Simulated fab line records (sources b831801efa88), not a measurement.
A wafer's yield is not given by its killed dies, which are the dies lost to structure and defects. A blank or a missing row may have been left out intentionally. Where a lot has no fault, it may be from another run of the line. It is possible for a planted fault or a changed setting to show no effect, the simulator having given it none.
Chamber matching | flow sky130 | 4 sister chambers for SKY_SONOS_ONO_ETCH_15 on rie-diel-01
The step etches the open film in CHF3/O2, target depth 19.52 nm, time 7.8 s. 4 wafers are shown with their chamber, then 8 later ones without.

## WAFERS PAIRED WITH THEIR CHAMBERS
wafer  | chamber | drypump-motor-current-A (A)
L089.1 | 1       | 6.3
L093.5 | 2       | 6.6
L093.6 | 3       | 5.6
L094.3 | 0       | 5.9

## WAFERS WHOSE CHAMBER IS MISSING
wafer  | drypump-motor-current-A (A)
L094.4 | 5.6
L094.6 | 6.6
L096.2 | 6.6
L096.4 | 6.4
L096.5 | 6.6
L097.3 | 6.4
L097.5 | 6.6
L097.6 | 6.4

## EACH ONE'S CHAMBER
wafer  | from the rows above     | in truth
L094.4 | 3                       | 3
L094.6 | 2                       | 2
L096.2 | 2                       | 2
L096.4 | can't be placed: 1 or 2 | 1
L096.5 | 2                       | 2
L097.3 | can't be placed: 1 or 2 | 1
L097.5 | 2                       | 2
L097.6 | can't be placed: 1 or 2 | 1
Placed correctly: 5 of 8. From these rows, 3 cannot be placed; in 3 the true chamber is one of the candidates. Placed wrongly: 0.
How it was worked out, from the rows above alone: a wafer's distance from a chamber is the root of the sum, over the readings, of the square of ((its reading less the chamber's mean) divided by the reading's scatter). The wafer belongs to the nearest chamber; if the next one is less than 2 further off, it can't be placed. The mean given for a chamber averages the wafers shown for that chamber. The scatter: with one shown wafer a chamber, the root of the mean of the squares of how far each hidden wafer lies from its nearest shown one.
